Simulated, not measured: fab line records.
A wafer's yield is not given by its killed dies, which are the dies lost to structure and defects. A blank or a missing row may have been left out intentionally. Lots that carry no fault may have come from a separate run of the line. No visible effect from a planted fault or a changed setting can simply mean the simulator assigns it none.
Which of the tools did it? | flow gf180mcu | Sampling: 6 lots, 18 wafers, 3 of 602 route steps

== WHAT EACH GAUGE READ, for each wafer ==
GF_NSD_CD_MEAS_07: target cd 400 nm.
lot  | measured     | on        | cd_nm (nm)
L878 | day 13 10:50 | cd_sem-01 | 397.4 397.9 395.5
L883 | day 15 07:52 | cd_sem-02 | 397.8 398.2 399.6
L887 | day 17 06:05 | cd_sem-01 | 402.2 403.3 402.2
L892 | day 18 23:32 | cd_sem-01 | 401.2 399.7 399.5
L896 | day 20 02:14 | cd_sem-01 | 428.0 428.2 428.4
L899 | day 21 01:37 | cd_sem-01 | 423.3 423.7 421.9

== EACH LOT AND THE TOOL THAT RAN IT (in order: tool; ch and the chambers of the sampled wafers; start) ==
lot  | GF_HV_LDD_STRIP_49                   | GF_NSD_DEVELOP_06
L878 | plasma_asher-04 ch 0,1, day 12 12:08 | litho_track-01 ch 0, day 13 10:41
L883 | plasma_asher-02 ch 0,1, day 14 07:54 | litho_track-04 ch 0, day 15 07:43
L887 | plasma_asher-02 ch 0,1, day 16 05:16 | litho_track-03 ch 0, day 17 05:57
L892 | plasma_asher-04 ch 0,1, day 17 19:37 | litho_track-03 ch 0, day 18 23:24
L896 | plasma_asher-04 ch 0,1, day 18 23:28 | litho_track-04 ch 0, day 20 02:05
L899 | plasma_asher-02 ch 0,1, day 19 22:37 | litho_track-04 ch 0, day 21 01:28
- GF_HV_LDD_STRIP_49: strips in O2/N2.
- GF_NSD_DEVELOP_06: develop time 60 s.

== THE ANSWER, worked out from the rows above alone ==
Rule: the lots themselves supply what counts as usual. The widest of any qualifying gaps counts: lots, ordered by their means at a reading, are off when they make up no more than a third of the lots, leave a main group of 4 or more, and stand apart from it by 3 or more times the standard deviation of that group's means. Not used: any main group whose means are identical at the precision the tables above print for the reading. A lot without any number at a reading at which 4 lots or more have one is off too. Where the step has rows for the other lots, those lots are counted as sound.
Off: L896, L899 (GF_NSD_CD_MEAS_07, cd_nm). The main group has a mean of 399.5 nm with a standard deviation of 2.1.
If a tool, at a process step before that reading, ran all the lots that are off and no sound lot after the first of them, it fits. Those tools and the gauges at GF_NSD_CD_MEAS_07 are tried in the same way. Undecided on this evidence; 2 tools fit (litho_track-04 at GF_NSD_DEVELOP_06, cd_sem-01 at GF_NSD_CD_MEAS_07).

== WHAT THE SIMULATOR HAD INSERTED ==
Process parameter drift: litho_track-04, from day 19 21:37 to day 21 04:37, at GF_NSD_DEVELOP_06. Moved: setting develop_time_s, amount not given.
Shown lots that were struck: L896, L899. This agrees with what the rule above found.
